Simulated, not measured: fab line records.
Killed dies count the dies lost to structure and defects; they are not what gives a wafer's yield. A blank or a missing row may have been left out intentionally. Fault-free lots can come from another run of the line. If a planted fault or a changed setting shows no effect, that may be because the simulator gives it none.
fab line records	flow sky130
record lots=6	wafers=18	last_day=50
route steps=708 shown METAL3@569 VIA3@573 PAD_OPEN@708
lots with no fault: from the same line, run without faults
start_h: the number of hours between the record's first day and the start of the first shown wafer of the lot	wait_h: hours elapsed since this lot's preceding step	" repeats the value in the row above	L1.1+2: a row that stands for several wafers	- either no value or no given start	* or withheld: withheld	< > ~ a bound
route shown NAME@n: NAME is a module with steps in the file, n the number in the route of the first one	usual: the fault-free wafers' mean and standard deviation	same: alike in all rows	chamber/n: place in a boat	sites: each site's reading	_std_site: how widely they spread, as a standard deviation	_edge_site: the outer-site mean with the inner-site mean subtracted	radius_mm: how far each site lies from the wafer's centre	mask NAME#n: copy n	behind: the most recent tool/chamber to have shaped the wafer	hold: why the lot went on hold/how many hours it stayed there/how the hold came to an end	device: names the non-switching transistor (n, p or np)	end of line: tests of these same wafers at the route's end	where a step has no rows: the recipe by itself	killed: dies lost to structure and defects at the first sort, not the wafer's yield	map: a wafer's dies, x killed, . not, _ none there
set.NAME: setting as actually run; set.NAME@STEP: the setting as run at that earlier step	model.NAME: the simulator's own value behind a step, which no gauge read
lots seen at some steps along the route; tables by step, rows by wafer
services: a tool's chamber out of use, with start hour (start_h, from the record's first day; less than 0 if before it), hours out, and reason
## steps
# step SKY_METAL3_STRIP_19
# recipe chemistry=O2/N2	power_w=1400	pressure_mtorr=1500	platen_temp_c=withheld	o2_flow_sccm=3000	n2_flow_sccm=300	overash_fraction=0.5
# usual drypump_motor_current_A=5.9/0.51	oes_product_au=0.501/0.0051	strip_time_to_endpoint_s=6.53/0.059
lot.wafer	tool	chamber	start_h	wait_h	drypump_motor_current_A	oes_product_au	rf_hours_counter_h	strip_time_to_endpoint_s
L430.1	plasma_asher-02	0	905.19	0.1	5.6	0.499	81	6.42
L430.4	"	0	"	"	5.6	0.505	-	6.52
L430.5	"	1	"	"	5.3	0.496	-	6.51
L431.2	plasma_asher-02	0	917.72	0.1	5.6	0.503	82	6.60
L431.5	"	1	"	"	5.3	0.504	-	6.58
L431.6	"	0	"	"	5.6	0.508	-	6.61
L433.1	plasma_asher-04	0	952.77	0.1	6.0	0.512	22	6.60
L433.4	"	0	"	"	6.0	0.510	-	6.60
L433.6	"	1	"	"	4.9	0.512	-	6.64
L449.2	plasma_asher-02	1	1042.02	0.1	5.3	0.498	95	6.55
L449.3	"	0	"	"	5.6	0.504	-	6.48
L449.4	"	1	"	"	5.3	0.505	-	6.56
L451.2	plasma_asher-04	1	1052.79	0.1	4.9	0.496	31	6.45
L451.5	"	1	"	"	4.9	0.506	-	6.60
L451.6	"	0	"	"	6.0	0.496	-	6.46
L452.2	plasma_asher-01	1	1056.49	0.1	6.1	0.494	59	6.43
L452.4	"	0	"	"	6.5	0.502	-	6.42
L452.6	"	0	"	"	6.5	0.501	-	6.52
# step SKY_METAL3_STRIP_20
# recipe chemistry=post_etch_residue_remover	time_s=1200	temp_c=72.5
# step SKY_METAL3_CLEAN_21
# recipe chemistry=IPA	time_s=180	temp_c=25
# step SKY_METAL3_CLEAN_22
# recipe chemistry=O3/DIW	dry=n2_spin
# step SKY_VIA3_HDPCVD_00
# recipe material=SiO2	target_thk_nm=1635	sigma_open_frac=0.3	time_s=272.5	temp_c=400	sih4_flow_sccm=60	pressure_mtorr=6
# step SKY_VIA3_THK_MEAS_01
# recipe reads=SiO2_of_VIA3_HDPCVD_00
# usual VIA3_HDPCVD_THK=1641/15
lot.wafer	tool	chamber	start_h	wait_h	VIA3_HDPCVD_THK[nm]
L430.1	film_metro-03	-	906.05	0.1	1634
L430.4	"	-	"	"	1622
L430.5	"	-	"	"	1645
L431.2	film_metro-03	-	918.49	0.1	1668
L431.5	"	-	"	"	1675
L431.6	"	-	"	"	1663
L433.1	film_metro-03	-	953.54	0.1	1639
L433.4	"	-	"	"	1652
L433.6	"	-	"	"	1646
L449.2	film_metro-02	-	1042.80	0.1	1640
L449.3	"	-	"	"	1631
L449.4	"	-	"	"	1645
L451.2	film_metro-01	-	1053.79	0.1	1633
L451.5	"	-	"	"	1635
L451.6	"	-	"	"	1665
L452.2	film_metro-01	-	1057.25	0.1	1662
L452.4	"	-	"	"	1650
L452.6	"	-	"	"	1652
# step SKY_VIA3_CMP_02
# recipe material=SiO2	down_force_psi=4	platen_rpm=60	pad_velocity_m_s=0.94248
# usual edge_zone_pressure_frac=1.001/0.0052	motor_current_A=12.0/0.86	platen_rpm=60.00/0.038	slurry_flow_ml_min=150.0/0.48
lot.wafer	tool	chamber	start_h	wait_h	edge_zone_pressure_frac	motor_current_A	platen_rpm	slurry_flow_ml_min
L430.4	cmp-02	3	906.16	0.1	1.007	12.1	59.96	151.0
L430.1	"	1	"	"	0.999	12.4	60.05	149.9
L430.5	"	3	"	"	1.004	12.7	59.97	150.5
L431.2	cmp-02	2	919.25	0.7	0.998	11.5	60.02	149.3
L431.5	"	1	"	"	0.994	13.8	60.00	150.4
L431.6	"	2	"	"	0.998	11.9	60.02	150.5
L433.1	cmp-01	3	953.70	0.1	0.992	12.0	59.99	149.7
L433.4	"	0	"	"	0.995	13.1	59.97	150.4
L433.6	"	2	"	"	1.004	11.2	60.01	149.9
L449.2	cmp-02	0	1042.85	0.0	1.008	11.9	59.93	149.7
L449.4	"	1	"	"	0.996	13.2	60.02	150.3
L449.3	"	2	"	"	1.004	11.8	59.96	149.9
L451.2	cmp-01	0	1053.89	0.1	0.997	12.3	59.97	150.7
L451.6	"	3	"	"	0.997	11.6	60.03	149.9
L451.5	"	0	"	"	1.006	12.0	59.96	150.5
L452.2	cmp-01	3	1057.35	0.1	1.003	12.1	59.99	150.9
L452.4	"	0	"	"	1.008	12.0	60.05	149.4
L452.6	"	2	"	"	0.985	11.7	60.06	149.7
# step SKY_VIA3_BOW_MEAS_03
# recipe mode=bow
# usual VIA3_BOW=78/7.9
lot.wafer	tool	chamber	start_h	wait_h	VIA3_BOW[um]
L430.1	film_metro-02	-	906.41	0.1	77
L430.4	"	-	"	"	61
L430.5	"	-	"	"	76
L431.2	film_metro-01	-	919.52	0.2	82
L431.5	"	-	"	"	85
L431.6	"	-	"	"	89
L433.1	film_metro-03	-	953.90	0.1	79
L433.4	"	-	"	"	79
L433.6	"	-	"	"	83
L449.2	film_metro-03	-	1043.17	0.3	78
L449.3	"	-	"	"	76
L449.4	"	-	"	"	80
L451.2	film_metro-01	-	1054.16	0.2	70
L451.5	"	-	"	"	73
L451.6	"	-	"	"	69
L452.2	film_metro-03	-	1057.62	0.2	83
L452.4	"	-	"	"	79
L452.6	"	-	"	"	96
# step SKY_VIA3_DEHYDRATE_04
# recipe temp_c=200	time_s=60
# step SKY_VIA3_HMDS_05
# recipe prime_time_s=60	prime_temp_c=120
# step SKY_VIA3_COAT_06
# recipe resist=BARC	temp_c=withheld	time_s=withheld	spin_rpm=3000	resist_thk_nm=60
# step SKY_VIA3_COAT_07
# recipe resist=KrF-thick	spin_rpm=3000	resist_thk_nm=450
# step SKY_VIA3_SOFTBAKE_08
# recipe temp_c=98.81	time_s=90	resist=KrF-thick
# usual heater_power_total_W=56.41/0.11	run_length_s=119.28/0.24
lot.wafer	tool	chamber	start_h	wait_h	heater_power_total_W	run_length_s
L430.1	litho_track-03	0	919	-	56.35	119.21
L430.4	"	0	"	"	56.47	119.17
L430.5	"	0	"	"	56.63	119.21
L431.2	litho_track-04	0	931	-	56.28	119.55
L431.5	"	0	932	-	56.60	119.48
L431.6	"	0	"	"	56.22	119.61
L433.1	litho_track-04	0	966	-	56.51	119.62
L433.4	"	0	"	"	56.37	119.40
L433.6	"	0	"	"	56.50	119.49
L449.2	litho_track-03	0	1053	-	60.59	101.98
L449.3	"	0	"	"	60.22	102.01
L449.4	"	0	"	"	60.26	102.04
L451.2	litho_track-04	0	1064	-	56.48	119.44
L451.5	"	0	"	"	56.28	119.37
L451.6	"	0	"	"	56.45	119.35
L452.2	litho_track-03	0	1070	-	60.28	101.93
L452.4	"	0	"	"	60.29	102.09
L452.6	"	0	"	"	60.28	101.92
# step SKY_VIA3_EXPOSE_09
# recipe mask_id=VIM3	na=0.8	source_shape=annular	sigma_inner=0.55	sigma_outer=0.85	target_cd_nm=200	dose_mj=38
# step SKY_PAD_OPEN_PROBE_99
# usual defect_limited_yield=82.4/2.2	killed_at_M0_to_M3=44/6.8	killed_at_M4_up=3.1/1.9	killed_at_contacts=25/5.9	killed_at_front_end=15/4.3	killed_at_other=0.2/0.51	killed_dies=87/11	killed_open=47/7.9	killed_short=39/6.4	sort_bin_3_pad_short=0.9/0.44	sort_bin_5_function=10.3/1.5	sort_bin_6_memory=6.4/1.4	sort_n_pass=405/11	sort_yield_pct=82.4/2.2
# same gross_dies=492	killed_at_back_side=0	sort_bin_4_leakage[%]=0	sort_bin_8_speed[%]=0
lot.wafer	tool	chamber	start_h	wait_h	defect_limited_yield[%]	killed_at_M0_to_M3	killed_at_M4_up	killed_at_contacts	killed_at_front_end	killed_at_other	killed_dies	killed_open	killed_short	sort_bin_3_pad_short[%]	sort_bin_5_function[%]	sort_bin_6_memory[%]	sort_n_pass	sort_yield_pct[%]
L430.1	prober-01	-	1077.23	0.1	83.5	39	2	29	11	0	81	49	32	0.4	9.6	6.5	411	83.5
L430.4	prober-01	-	1077.38	0.2	83.9	38	3	20	17	1	79	39	40	1.6	9.6	4.9	413	83.9
L430.5	prober-01	-	1077.43	0.2	84.8	47	1	19	7	1	75	41	34	0.2	8.9	6.1	417	84.8
L431.2	prober-01	-	1095.47	0.1	84.8	37	9	17	12	0	75	49	26	0.2	8.7	6.3	417	84.8
L431.5	prober-01	-	1095.62	0.2	85.4	39	6	19	8	0	72	33	39	0.6	10.8	3.3	420	85.4
L431.6	prober-01	-	1095.67	0.2	83.9	52	3	14	9	1	79	47	32	0.8	8.7	6.5	413	83.9
L433.1	prober-01	-	1117.60	0.1	79.9	49	3	31	16	0	99	51	48	1.2	13.6	5.3	393	79.9
L433.4	prober-01	-	1117.75	0.2	83.9	44	1	17	17	0	79	44	35	0.8	10.2	5.1	413	83.9
L433.6	prober-01	-	1117.85	0.2	80.1	48	8	27	15	0	98	50	48	0.8	12.0	7.1	394	80.1
L449.2	prober-02	-	1185.32	0.1	81.5	45	4	25	17	0	91	50	41	1.4	8.9	8.1	401	81.5
L449.3	prober-02	-	1185.37	0.2	85.4	44	4	19	5	0	72	43	29	0.4	10.6	3.7	420	85.4
L449.4	prober-02	-	1185.42	0.2	85.0	39	3	21	11	0	74	37	37	1.6	10.0	3.5	418	85.0
L451.2	prober-01	-	1196.53	0.1	85.8	39	5	16	10	0	70	39	31	0.2	7.9	6.1	422	85.8
L451.5	prober-01	-	1196.68	0.2	83.5	40	4	21	15	1	81	41	40	0.8	11.2	4.5	411	83.5
L451.6	prober-01	-	1196.73	0.2	83.3	46	2	21	13	0	82	44	38	0.6	9.3	6.7	410	83.3
L452.2	prober-02	-	1200.59	0.1	86.0	32	3	23	11	0	69	31	38	1.4	8.3	4.3	423	86.0
L452.4	prober-02	-	1200.69	0.2	82.1	44	5	26	13	0	88	45	43	0.8	13.0	4.1	404	82.1
L452.6	prober-02	-	1200.79	0.2	83.5	38	3	25	15	0	81	39	42	0.6	10.6	5.3	411	83.5
# killed by level:class
L430.1 VIA1:geometric_particle:open=16 CONTACT:geometric_particle:open=10 VIA3:geometric_particle:open=9 CONTACT:geometric_particle:short=6 METAL2:geometric_particle:short=6 LI_CONTACT:geometric_particle:open=5 LOCAL_INTERCONNECT:geometric_particle:short=5 POLY_GATE:geometric_particle:open=4
L430.4 CONTACT:geometric_particle:open=8 VIA1:geometric_particle:open=7 POLY_GATE:geometric_particle:open=6 METAL1:geometric_particle:short=6 METAL2:geometric_particle:short=5 CONTACT:geometric_particle:short=5 VIA3:geometric_particle:open=5 VIA2:geometric_particle:open=5
L430.5 VIA1:geometric_particle:short=10 CONTACT:geometric_particle:open=9 VIA2:geometric_particle:open=8 VIA3:geometric_particle:open=7 VIA1:geometric_particle:open=5 METAL2:geometric_particle:short=5 METAL1:geometric_particle:short=4 FIELD_ISO:geometric_particle:open=3
L431.2 VIA3:geometric_particle:open=10 VIA1:geometric_particle:open=8 CONTACT:geometric_particle:open=8 VIA2:geometric_particle:open=6 POLY_GATE:geometric_particle:short=5 LI_CONTACT:geometric_particle:open=5 METAL4:geometric_particle:short=5 VIA1:geometric_particle:short=4
L431.5 CONTACT:geometric_particle:open=7 VIA1:geometric_particle:open=6 VIA1:geometric_particle:short=6 VIA2:geometric_particle:open=6 METAL1:geometric_particle:short=6 LI_CONTACT:geometric_particle:open=5 VIA3:geometric_particle:short=5 METAL4:geometric_particle:short=5
L431.6 VIA1:geometric_particle:open=13 VIA2:geometric_particle:open=11 METAL1:geometric_particle:short=9 VIA3:geometric_particle:open=6 METAL2:geometric_particle:short=5 CONTACT:geometric_particle:open=5 FIELD_ISO:geometric_particle:short=4 LI_CONTACT:geometric_particle:open=4
L433.1 METAL2:geometric_particle:short=12 CONTACT:geometric_particle:open=10 POLY_GATE:geometric_particle:open=8 VIA2:geometric_particle:open=7 LOCAL_INTERCONNECT:geometric_particle:short=6 CONTACT:geometric_particle:short=6 LI_CONTACT:geometric_particle:open=5 VIA1:geometric_particle:open=5
L433.4 VIA3:geometric_particle:open=11 VIA1:geometric_particle:open=8 VIA2:geometric_particle:open=8 CONTACT:geometric_particle:open=5 FIELD_ISO:geometric_particle:short=4 POLY_CUT:geometric_particle:short=4 LI_CONTACT:geometric_particle:open=4 METAL1:geometric_particle:short=4
L433.6 VIA2:geometric_particle:open=13 CONTACT:geometric_particle:open=10 VIA1:geometric_particle:open=9 METAL4:geometric_particle:short=8 LI_CONTACT:geometric_particle:open=6 CONTACT:geometric_particle:short=6 VIA3:geometric_particle:open=6 VIA1:geometric_particle:short=5
L449.2 CONTACT:geometric_particle:open=11 VIA3:geometric_particle:open=9 VIA1:geometric_particle:short=8 VIA1:geometric_particle:open=7 LI_CONTACT:geometric_particle:open=5 METAL1:geometric_particle:short=5 VIA2:geometric_particle:open=5 FIELD_ISO:geometric_particle:short=3
L449.3 VIA1:geometric_particle:open=11 VIA2:geometric_particle:open=9 CONTACT:geometric_particle:open=7 LI_CONTACT:geometric_particle:open=6 METAL1:geometric_particle:short=5 VIA1:geometric_particle:short=5 VIA3:geometric_particle:short=5 METAL4:geometric_particle:short=4
L449.4 VIA2:geometric_particle:open=9 CONTACT:geometric_particle:open=6 VIA1:geometric_particle:short=5 VIA1:geometric_particle:open=5 LI_CONTACT:geometric_particle:short=4 CONTACT:geometric_particle:short=4 VIA2:geometric_particle:short=4 VIA3:geometric_particle:short=4
L451.2 VIA1:geometric_particle:open=12 VIA3:geometric_particle:open=8 CONTACT:geometric_particle:short=6 LI_CONTACT:geometric_particle:open=4 CONTACT:geometric_particle:open=4 METAL1:geometric_particle:short=4 METAL4:geometric_particle:short=4 FIELD_ISO:geometric_particle:short=3
L451.5 CONTACT:geometric_particle:short=7 CONTACT:geometric_particle:open=7 METAL1:geometric_particle:short=6 VIA2:geometric_particle:open=6 VIA3:geometric_particle:open=6 FIELD_ISO:geometric_particle:open=5 POLY_GATE:geometric_particle:open=5 VIA3:geometric_particle:short=5
L451.6 VIA3:geometric_particle:open=9 CONTACT:geometric_particle:open=8 VIA2:geometric_particle:open=8 VIA1:geometric_particle:open=8 FIELD_ISO:geometric_particle:short=7 METAL2:geometric_particle:short=6 CONTACT:geometric_particle:short=5 LI_CONTACT:geometric_particle:open=5
L452.2 LI_CONTACT:geometric_particle:open=7 CONTACT:geometric_particle:open=6 VIA1:geometric_particle:open=6 VIA1:geometric_particle:short=5 LI_CONTACT:geometric_particle:short=4 VIA3:geometric_particle:open=4 METAL2:geometric_particle:short=4 VIA3:geometric_particle:short=4
L452.4 VIA1:geometric_particle:open=15 LI_CONTACT:geometric_particle:open=7 CONTACT:geometric_particle:short=6 VIA1:geometric_particle:short=5 VIA3:geometric_particle:open=5 METAL4:geometric_particle:short=5 LI_CONTACT:geometric_particle:short=4 CONTACT:geometric_particle:open=4
L452.6 VIA1:geometric_particle:open=9 POLY_GATE:geometric_particle:short=8 LI_CONTACT:geometric_particle:open=8 VIA3:geometric_particle:open=7 CONTACT:geometric_particle:open=6 METAL2:geometric_particle:short=5 VIA1:geometric_particle:short=5 FIELD_ISO:geometric_particle:open=4
## services
tool	chamber	start_h	hours	kind
plasma_asher-01	-	884.35	15.6	pm
plasma_asher-02	-	895.24	0.4	repair
cmp-01	-	909.69	5.7	pm
cmp-01	-	915.35	4.0	pm
cmp-01	-	919.35	-	consumable_replace:conditioner
cmp-01	-	919.35	-	consumable_replace:pad
cmp-02	-	928.24	1.6	repair
cmp-02	-	1002.14	4.5	pm
cmp-01	-	1011.51	0.2	repair
plasma_asher-04	-	1040.36	2.8	pm
cmp-01	-	1049.72	2.0	repair
cmp-01	-	1069.11	0.9	repair
## key
first_sign step=SKY_VIA3_SOFTBAKE_08	reading=run_length_s	direction=down	sigmas=73	usual=*	struck=*
effect step=SKY_VIA3_SOFTBAKE_08	reading=heater_power_total_W	direction=up	sigmas=36	usual=*	struck=*
met_at SKY_VIA3_SOFTBAKE_08
struck_wafers L449.2,L449.3,L449.4,L452.2,L452.4,L452.6
loop_trim step=SKY_VIA3_EXPOSE_09	setting=dose	lots=L452
onset_between 919 1053
fault kind=process_parameter_drift	tool=litho_track-03	chamber=-	onset_h=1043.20	steps=SKY_VIA3_SOFTBAKE_08	channel=time_s	offset=*	shape=step	end_h=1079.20	acts_in=*	stated=*
# loop_trim: a control loop set the setting to another value than it would have without faults
